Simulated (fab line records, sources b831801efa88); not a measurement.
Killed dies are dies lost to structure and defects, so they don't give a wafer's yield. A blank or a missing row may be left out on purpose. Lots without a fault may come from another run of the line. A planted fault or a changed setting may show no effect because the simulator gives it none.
fab line records | flow gf180mcu
record lots=24 wafers=72 last_day=35
route steps=602 shown V4@493 MIM@503 V5@544
lots that met no fault: from a run of the same line without faults
start_h: hours from the record's first day to the start of the lot's first wafer shown | wait_h: hours since the lot's step before | " the same as in the row above | L1.1+2: a row that stands for several wafers | - no value, or no start given | * or withheld: withheld | < > ~ a bound
route shown NAME@n: a module of which the file shows steps, and the number in the route of the first | usual: mean/standard deviation of fault-free wafers | same: alike in all rows | chamber/n: place in a boat | sites: the reading at each site | _std_site: their standard deviation | _edge_site: outer sites' mean less inner sites' | radius_mm: how far each site lies from the wafer's centre | mask NAME#n: copy n | behind: the tool/chamber that last shaped the wafer | hold: why the lot was held/for how many hours/how that ended | device: the transistor (n, p or np) that didn't switch | end of line: the same wafers' tests at the end of the route | a step without rows: its recipe alone | killed: dies lost to structure and defects at the first sort, not the wafer's yield | map: a wafer's dies, x killed, . not, _ none there
set.NAME: the setting as run; set.NAME@STEP: as run at that earlier step | model.NAME: the simulator's own value behind a step, which no gauge read
steps of the route over a sample of lots; a table a step, a row a wafer
services: from which hour (start_h, from the record's first day; less than 0 if before it) a tool's chamber was out of use, for how many hours, and why
## steps
# step GF_V4_ETCH_17
# recipe chemistry=C4F8/O2/Ar mask_material=KrF target=SiO2 stop_on=TiN source_w=1500 bias_w=1200 pressure_mtorr=40 c4f8_flow_sccm=withheld O2_flow_sccm=6 Ar_flow_sccm=300 time_s=withheld target_depth_a=6300
# usual oes_product_au=0.856/0.0046
# columns lot.wafer tool chamber start_h wait_h oes_product_au
L074.1 rie_diel-04 2 - - 0.857
L074.3 " 2 " " 0.853
L074.4 " 1 " " 0.859
L075.2 rie_diel-04 1 - - 0.867
L075.4 " 2 " " 0.858
L075.6 " 3 " " 0.860
L076.2 rie_diel-03 0 - - 0.864
L076.4 " 3 " " 0.861
L076.6 " 3 " " 0.862
L077.2 rie_diel-04 2 - - 0.853
L077.3 " 3 " " 0.852
L077.6 " 3 " " 0.850
L078.1 rie_diel-02 0 - - 0.860
L078.2 " 1 " " 0.857
L078.4 " 0 " " 0.857
L079.2 rie_diel-04 2 - - 0.860
L079.3 " 3 " " 0.851
L079.6 " 2 " " 0.864
L080.1 rie_diel-03 1 - - 0.853
L080.3 " 3 " " 0.851
L080.4 " 1 " " 0.855
L081.1 rie_diel-03 3 - - 0.858
L081.2 " 1 " " 0.851
L081.3 " 2 " " 0.853
L082.3 rie_diel-04 2 - - 0.857
L082.4 " 0 " " 0.857
L082.5 " 3 " " 0.853
L083.3 rie_diel-03 0 - - 0.851
L083.4 " 1 " " 0.860
L083.6 " 1 " " 0.858
L084.1 rie_diel-03 3 - - 0.864
L084.3 " 0 " " 0.852
L084.4 " 1 " " 0.855
L085.3 rie_diel-03 1 - - 0.858
L085.5 " 0 " " 0.855
L085.6 " 3 " " 0.855
L086.1 rie_diel-04 1 - - 0.857
L086.3 " 3 " " 0.854
L086.5 " 0 " " 0.855
L087.1 rie_diel-03 2 - - 0.859
L087.5 " 0 " " 0.858
L087.6 " 1 " " 0.853
L088.3 rie_diel-02 0 - - 0.854
L088.5 " 0 " " 0.852
L088.6 " 3 " " 0.853
L089.2 rie_diel-02 3 - - 0.853
L089.5 " 1 " " 0.848
L089.6 " 2 " " 0.852
L090.1 rie_diel-04 1 - - 0.857
L090.2 " 0 " " 0.862
L090.6 " 3 " " 0.856
L091.2 rie_diel-03 1 - - 0.849
L091.3 " 3 " " 0.857
L091.5 " 3 " " 0.859
L094.1 rie_diel-02 0 - - 0.863
L094.2 " 2 " " 0.853
L094.4 " 3 " " 0.854
L095.2 rie_diel-04 0 - - 0.858
L095.5 " 3 " " 0.864
L095.6 " 1 " " 0.855
L093.1 rie_diel-02 2 - - 0.855
L093.2 " 0 " " 0.850
L093.5 " 2 " " 0.855
L096.1 rie_diel-02 0 - - 0.856
L096.4 " 1 " " 0.853
L096.6 " 1 " " 0.865
L092.1 rie_diel-03 0 - - 0.857
L092.2 " 3 " " 0.853
L092.4 " 2 " " 0.860
L097.3 rie_diel-02 1 - - 0.852
L097.5 " 0 " " 0.861
L097.6 " 1 " " 0.858
# step GF_MIM_SPUTTER_00
# recipe material=Ti target_thk_nm=37.5 arriving_ion_energy_ev=80 substrate_temp_c=200 chamber_pressure_pa=2 power_w=4000 time_s=150
# usual throttle_valve_pct=29.7/0.67
# same time_s=150
# columns lot.wafer tool chamber start_h wait_h throttle_valve_pct
L074.1 pvd_sputter-02 - 561.78 0.2 29.7
L074.3 " - " " 30.4
L074.4 " - " " 30.1
L075.2 pvd_sputter-03 - 577.14 0.2 29.3
L075.4 " - " " 30.6
L075.6 " - " " 29.6
L076.2 pvd_sputter-03 - 600.51 0.1 30.2
L076.4 " - " " 29.8
L076.6 " - " " 30.7
L077.2 pvd_sputter-01 - 601.34 0.1 30.9
L077.3 " - " " 29.0
L077.6 " - " " 30.9
L078.1 pvd_sputter-02 - 603.40 0.2 30.3
L078.2 " - " " 29.0
L078.4 " - " " 30.5
L079.2 pvd_sputter-03 - 616.43 0.1 29.4
L079.3 " - " " 29.6
L079.6 " - " " 29.7
L080.1 pvd_sputter-02 - 621.37 0.2 30.5
L080.3 " - " " 30.1
L080.4 " - " " 28.6
L081.1 pvd_sputter-01 - 639.08 0.2 29.1
L081.2 " - " " 29.4
L081.3 " - " " 29.3
L082.3 pvd_sputter-02 - 642.92 0.2 30.3
L082.4 " - " " 30.0
L082.5 " - " " 30.2
L083.3 pvd_sputter-03 - 646.32 0.2 29.6
L083.4 " - " " 30.3
L083.6 " - " " 29.2
L084.1 pvd_sputter-02 - 648.71 0.2 30.7
L084.3 " - " " 30.3
L084.4 " - " " 30.4
L085.3 pvd_sputter-03 - 664.05 0.1 29.2
L085.5 " - " " 29.7
L085.6 " - " " 29.2
L086.1 pvd_sputter-02 - 665.86 0.2 29.9
L086.3 " - " " 30.3
L086.5 " - " " 29.9
L087.1 pvd_sputter-02 - 667.79 0.1 30.4
L087.5 " - " " 30.6
L087.6 " - " " 30.5
L088.3 pvd_sputter-02 - 681.15 0.1 30.5
L088.5 " - " " 28.6
L088.6 " - " " 30.1
L089.2 pvd_sputter-01 - 690.07 0.2 31.1
L089.5 " - " " 30.9
L089.6 " - " " 29.2
L090.1 pvd_sputter-01 - 700.85 0.1 29.1
L090.2 " - " " 29.4
L090.6 " - " " 31.1
L091.2 pvd_sputter-01 - 706.57 0.2 30.9
L091.3 " - " " 29.6
L091.5 " - " " 29.2
L094.1 pvd_sputter-02 - 725.92 0.2 30.1
L094.2 " - " " 30.4
L094.4 " - " " 29.0
L095.2 pvd_sputter-01 - 727.17 0.1 29.3
L095.5 " - " " 28.9
L095.6 " - " " 29.2
L093.1 pvd_sputter-01 - 727.70 0.2 29.2
L093.2 " - " " 30.9
L093.5 " - " " 29.3
L096.1 pvd_sputter-02 - 728.86 0.2 30.5
L096.4 " - " " 28.8
L096.6 " - " " 30.0
L092.1 pvd_sputter-03 - 729.82 0.2 30.3
L092.2 " - " " 29.5
L092.4 " - " " 29.3
L097.3 pvd_sputter-02 - 744.97 0.2 30.5
L097.5 " - " " 30.5
L097.6 " - " " 29.5
# step GF_MIM_SPUTTER_02
# recipe material=AlCu target_thk_nm=450 power_w=10600 time_s=23.9 chamber_pressure_pa=0.4
# usual throttle_valve_pct=29.7/0.67
# same time_s=23.9
# columns lot.wafer tool chamber start_h wait_h throttle_valve_pct
L074.1 pvd_sputter-02 - 561.91 0.0 29.8
L074.3 " - " " 30.4
L074.4 " - " " 30.6
L075.2 pvd_sputter-03 - 577.27 0.0 29.4
L075.4 " - " " 30.5
L075.6 " - " " 29.2
L076.2 pvd_sputter-03 - 600.64 0.0 30.5
L076.4 " - " " 29.8
L076.6 " - " " 30.6
L077.2 pvd_sputter-01 - 601.47 0.0 30.8
L077.3 " - " " 28.9
L077.6 " - " " 30.7
L078.1 pvd_sputter-02 - 603.53 0.0 30.3
L078.2 " - " " 28.7
L078.4 " - " " 30.7
L079.2 pvd_sputter-03 - 616.56 0.0 29.5
L079.3 " - " " 29.5
L079.6 " - " " 29.5
L080.1 pvd_sputter-02 - 621.50 0.0 30.3
L080.3 " - " " 30.0
L080.4 " - " " 28.9
L081.1 pvd_sputter-01 - 639.21 0.0 29.1
L081.2 " - " " 29.4
L081.3 " - " " 29.2
L082.3 pvd_sputter-02 - 643.05 0.0 30.4
L082.4 " - " " 29.8
L082.5 " - " " 30.5
L083.3 pvd_sputter-03 - 646.45 0.0 29.8
L083.4 " - " " 30.3
L083.6 " - " " 29.5
L084.1 pvd_sputter-02 - 648.84 0.0 30.6
L084.3 " - " " 30.5
L084.4 " - " " 30.3
L085.3 pvd_sputter-03 - 664.18 0.0 29.2
L085.5 " - " " 29.9
L085.6 " - " " 29.4
L086.1 pvd_sputter-02 - 665.99 0.0 29.8
L086.3 " - " " 30.2
L086.5 " - " " 29.9
L087.1 pvd_sputter-02 - 667.92 0.0 30.4
L087.5 " - " " 30.3
L087.6 " - " " 30.5
L088.3 pvd_sputter-02 - 681.28 0.0 30.6
L088.5 " - " " 29.0
L088.6 " - " " 29.9
L089.2 pvd_sputter-01 - 690.20 0.0 31.0
L089.5 " - " " 31.3
L089.6 " - " " 29.2
L090.1 pvd_sputter-01 - 700.98 0.0 29.0
L090.2 " - " " 29.4
L090.6 " - " " 31.0
L091.2 pvd_sputter-01 - 706.70 0.0 31.0
L091.3 " - " " 28.9
L091.5 " - " " 28.7
L094.1 pvd_sputter-02 - 726.06 0.0 30.5
L094.2 " - " " 30.5
L094.4 " - " " 29.0
L095.2 pvd_sputter-01 - 727.31 0.0 29.1
L095.5 " - " " 29.0
L095.6 " - " " 29.4
L093.1 pvd_sputter-01 - 727.84 0.0 29.4
L093.2 " - " " 30.9
L093.5 " - " " 29.3
L096.1 pvd_sputter-02 - 729.00 0.0 30.2
L096.4 " - " " 28.9
L096.6 " - " " 29.6
L092.1 pvd_sputter-03 - 729.95 0.0 30.5
L092.2 " - " " 29.4
L092.4 " - " " 29.3
L097.3 pvd_sputter-02 - 745.10 0.0 30.6
L097.5 " - " " 30.6
L097.6 " - " " 30.0
# step GF_V5_CMP_04
# recipe material=SiO2 down_force_psi=4 platen_rpm=60 pad_velocity_m_s=0.94248
# usual motor_current_A=11.6/1.6
# columns lot.wafer tool chamber start_h wait_h motor_current_A
L074.4 cmp-01 0 603.68 0.0 12.2
L074.3 " 1 " " 13.0
L074.1 " 2 " " 11.3
L075.4 cmp-01 3 621.50 0.6 13.1
L075.2 " 2 " " 11.9
L075.6 " 3 " " 12.6
L076.4 cmp-01 3 642.97 0.0 13.3
L076.2 " 1 " " 13.0
L076.6 " 3 " " 14.3
L077.2 cmp-02 2 644.85 0.0 13.3
L077.3 " 1 " " 12.7
L077.6 " 3 " " 10.5
L078.4 cmp-02 2 646.97 0.0 12.6
L078.2 " 3 " " 10.7
L078.1 " 0 " " 8.6
L079.2 cmp-02 0 657.73 0.1 8.4
L079.3 " 2 " " 13.4
L079.6 " 0 " " 8.5
L080.1 cmp-02 2 663.45 0.1 13.1
L080.3 " 0 " " 8.2
L080.4 " 1 " " 13.1
L081.2 cmp-01 0 678.55 0.0 11.5
L081.1 " 2 " " 11.7
L081.3 " 3 " " 14.2
L082.3 cmp-02 0 683.60 0.4 8.5
L082.4 " 2 " " 12.6
L082.5 " 3 " " 10.6
L083.4 cmp-01 1 687.33 0.0 13.2
L083.3 " 2 " " 11.4
L083.6 " 2 " " 12.0
L084.1 cmp-02 0 690.11 0.1 8.2
L084.3 " 1 " " 13.3
L084.4 " 2 " " 12.7
L085.3 cmp-02 1 703.82 0.2 12.8
L085.5 " 2 " " 13.1
L085.6 " 3 " " 11.4
L086.3 cmp-01 3 705.88 0.1 13.6
L086.1 " 0 " " 12.3
L086.5 " 2 " " 11.3
L087.1 cmp-02 3 706.57 0.1 10.7
L087.6 " 2 " " 12.5
L087.5 " 3 " " 11.0
L088.3 cmp-01 1 720.35 0.1 12.4
L088.6 " 3 " " 12.7
L088.5 " 0 " " 11.7
L089.2 cmp-02 1 728.50 0.1 12.0
L089.5 " 3 " " 10.5
L089.6 " 0 " " 8.3
L090.1 cmp-02 2 738.72 0.1 12.9
L090.2 " 0 " " 7.9
L090.6 " 2 " " 12.8
L091.3 cmp-02 1 744.40 0.1 12.7
L091.2 " 3 " " 10.6
L091.5 " 1 " " 12.4
L094.4 cmp-01 3 762.16 0.1 13.6
L094.2 " 0 " " 11.5
L094.1 " 1 " " 12.8
L095.2 cmp-01 1 763.17 0.1 12.8
L095.6 " 3 " " 13.9
L095.5 " 0 " " 11.9
L093.1 cmp-01 2 764.46 0.1 10.8
L093.2 " 3 " " 12.7
L093.5 " 2 " " 11.3
L096.1 cmp-02 0 765.12 0.1 8.3
L096.4 " 3 " " 10.2
L096.6 " 1 " " 12.3
L092.4 cmp-02 3 766.32 0.1 10.4
L092.1 " 0 " " 8.1
L092.2 " 1 " " 12.8
L097.3 cmp-01 1 780.30 0.1 12.6
L097.6 " 3 " " 13.3
L097.5 " 0 " " 11.5
# step GF_V5_OVL_MEAS_15
# usual V5_OVL=-2/5.5
# columns lot.wafer tool chamber start_h wait_h V5_OVL[nm]
L074.1 overlay-02 - 625.26 0.1 -4
L074.3 " - " " -6
L074.4 " - " " -3
L075.2 overlay-02 - 642.18 0.1 -5
L075.4 " - " " -4
L075.6 " - " " 1
L076.2 overlay-01 - 663.02 0.1 0
L076.4 " - " " -4
L076.6 " - " " -11
L077.2 overlay-02 - 665.28 0.1 7
L077.3 " - " " -1
L077.6 " - " " 5
L078.1 overlay-02 - 667.26 0.1 9
L078.2 " - " " -6
L078.4 " - " " 1
L079.2 overlay-01 - 676.23 0.1 13
L079.3 " - " " 1
L079.6 " - " " 2
L080.1 overlay-02 - 682.61 0.1 -3
L080.3 " - " " -4
L080.4 " - " " -2
L081.1 overlay-02 - 698.26 0.1 2
L081.2 " - " " 6
L081.3 " - " " -3
L082.3 overlay-01 - 703.17 0.1 8
L082.4 " - " " 14
L082.5 " - " " -1
L083.3 overlay-02 - 706.84 0.1 0
L083.4 " - " " -9
L083.6 " - " " -6
L084.1 overlay-02 - 709.43 0.1 -1
L084.3 " - " " -2
L084.4 " - " " -1
L085.3 overlay-02 - 722.94 0.1 -6
L085.5 " - " " -4
L085.6 " - " " 0
L086.1 overlay-01 - 724.51 0.1 2
L086.3 " - " " -3
L086.5 " - " " 2
L087.1 overlay-02 - 724.86 0.1 -11
L087.5 " - " " -17
L087.6 " - " " -12
L088.3 overlay-02 - 738.42 0.1 -1
L088.5 " - " " 1
L088.6 " - " " 1
L089.2 overlay-02 - 746.72 0.1 -6
L089.5 " - " " -7
L089.6 " - " " 8
L090.1 overlay-02 - 755.71 0.1 8
L090.2 " - " " -2
L090.6 " - " " -3
L091.2 overlay-02 - 761.52 0.1 1
L091.3 " - " " -2
L091.5 " - " " -6
L094.1 overlay-02 - 778.86 0.1 -7
L094.2 " - " " 0
L094.4 " - " " 3
L095.2 overlay-02 - 780.03 0.1 -8
L095.5 " - " " -3
L095.6 " - " " -7
L093.1 overlay-01 - 780.16 0.1 -7
L093.2 " - " " -4
L093.5 " - " " -4
L096.1 overlay-02 - 781.31 0.1 2
L096.4 " - " " 0
L096.6 " - " " 5
L092.1 overlay-02 - 782.56 0.1 -11
L092.2 " - " " 2
L092.4 " - " " -1
L097.3 overlay-02 - 796.64 0.1 0
L097.5 " - " " 4
L097.6 " - " " -1
# step GF_V5_ETCH_17
# recipe chemistry=C4F8/O2/Ar mask_material=KrF target=SiO2 stop_on=TiN source_w=1500 bias_w=1200 pressure_mtorr=40 c4f8_flow_sccm=withheld O2_flow_sccm=6 Ar_flow_sccm=300 time_s=withheld target_depth_a=8550
# usual oes_product_au=0.859/0.0047
# columns lot.wafer tool chamber start_h wait_h oes_product_au
L074.1 rie_diel-02 1 - - 0.854
L074.3 " 0 " " 0.854
L074.4 " 3 " " 0.860
L075.2 rie_diel-02 2 - - 0.860
L075.4 " 3 " " 0.858
L075.6 " 2 " " 0.853
L076.2 rie_diel-03 2 - - 0.854
L076.4 " 3 " " 0.857
L076.6 " 3 " " 0.860
L077.2 rie_diel-02 1 - - 0.855
L077.3 " 0 " " 0.860
L077.6 " 3 " " 0.865
L078.1 rie_diel-02 1 - - 0.860
L078.2 " 2 " " 0.857
L078.4 " 0 " " 0.864
L079.2 rie_diel-02 1 - - 0.864
L079.3 " 2 " " 0.857
L079.6 " 1 " " 0.859
L080.1 rie_diel-02 2 - - 0.864
L080.3 " 3 " " 0.857
L080.4 " 0 " " 0.875
L081.1 rie_diel-03 0 - - 0.858
L081.2 " 2 " " 0.860
L081.3 " 3 " " 0.864
L082.3 rie_diel-03 1 - - 0.867
L082.4 " 2 " " 0.858
L082.5 " 1 " " 0.864
L083.3 rie_diel-02 3 - - 0.865
L083.4 " 0 " " 0.861
L083.6 " 1 " " 0.859
L084.1 rie_diel-02 1 - - 0.865
L084.3 " 2 " " 0.860
L084.4 " 3 " " 0.856
L085.3 rie_diel-02 0 - - 0.858
L085.5 " 1 " " 0.867
L085.6 " 0 " " 0.860
L086.1 rie_diel-01 2 - - 0.861
L086.3 " 3 " " 0.853
L086.5 " 1 " " 0.864
L087.1 rie_diel-03 0 - - 0.860
L087.5 " 0 " " 0.857
L087.6 " 3 " " 0.861
L088.3 rie_diel-01 2 - - 0.854
L088.5 " 0 " " 0.851
L088.6 " 3 " " 0.858
L089.2 rie_diel-02 0 - - 0.853
L089.5 " 3 " " 0.866
L089.6 " 0 " " 0.857
L090.1 rie_diel-03 2 - - 0.861
L090.2 " 1 " " 0.860
L090.6 " 2 " " 0.858
L091.2 rie_diel-03 1 - - 0.858
L091.3 " 0 " " 0.865
L091.5 " 2 " " 0.859
L094.1 rie_diel-02 1 - - 0.857
L094.2 " 3 " " 0.856
L094.4 " 2 " " 0.859
L095.2 rie_diel-02 3 - - 0.853
L095.5 " 2 " " 0.858
L095.6 " 3 " " 0.858
L093.1 rie_diel-01 3 - - 0.863
L093.2 " 2 " " 0.858
L093.5 " 0 " " 0.856
L096.1 rie_diel-01 2 - - 0.870
L096.4 " 0 " " 0.856
L096.6 " 1 " " 0.864
L092.1 rie_diel-03 0 - - 0.875
L092.2 " 2 " " 0.866
L092.4 " 1 " " 0.856
L097.3 rie_diel-02 3 - - 0.858
L097.5 " 1 " " 0.853
L097.6 " 2 " " 0.860
## services
# columns tool chamber start_h hours kind
pvd_sputter-01 - 546.80 2.7 repair
cmp-02 - 555.39 6.4 pm
cmp-01 - 557.42 1.5 repair
rie_diel-02 2 561.30 14.2 repair
pvd_sputter-02 - 563.62 1.8 repair
cmp-01 - 563.82 3.3 repair
cmp-02 - 572.24 4.0 pm
rie_diel-03 2 580.20 6.9 repair
pvd_sputter-01 - 580.93 3.8 repair
cmp-01 - 617.20 4.3 repair
rie_diel-03 2 617.48 4.4 repair
rie_diel-02 - 629.59 2.5 repair
cmp-02 - 631.04 0.4 repair
rie_diel-03 2 657.21 3.7 repair
rie_diel-03 1 673.34 5.5 repair
pvd_sputter-03 - 681.00 3.7 repair
cmp-02 - 688.52 0.8 repair
pvd_sputter-02 - 709.16 4.8 repair
pvd_sputter-02 - 733.66 2.9 repair
rie_diel-02 2 739.02 6.7 repair
rie_diel-02 1 748.30 15.8 repair
pvd_sputter-01 - 749.46 1.9 repair
cmp-02 - 753.80 9.5 pm
pvd_sputter-03 - 783.01 3.7 repair
## key
fault none
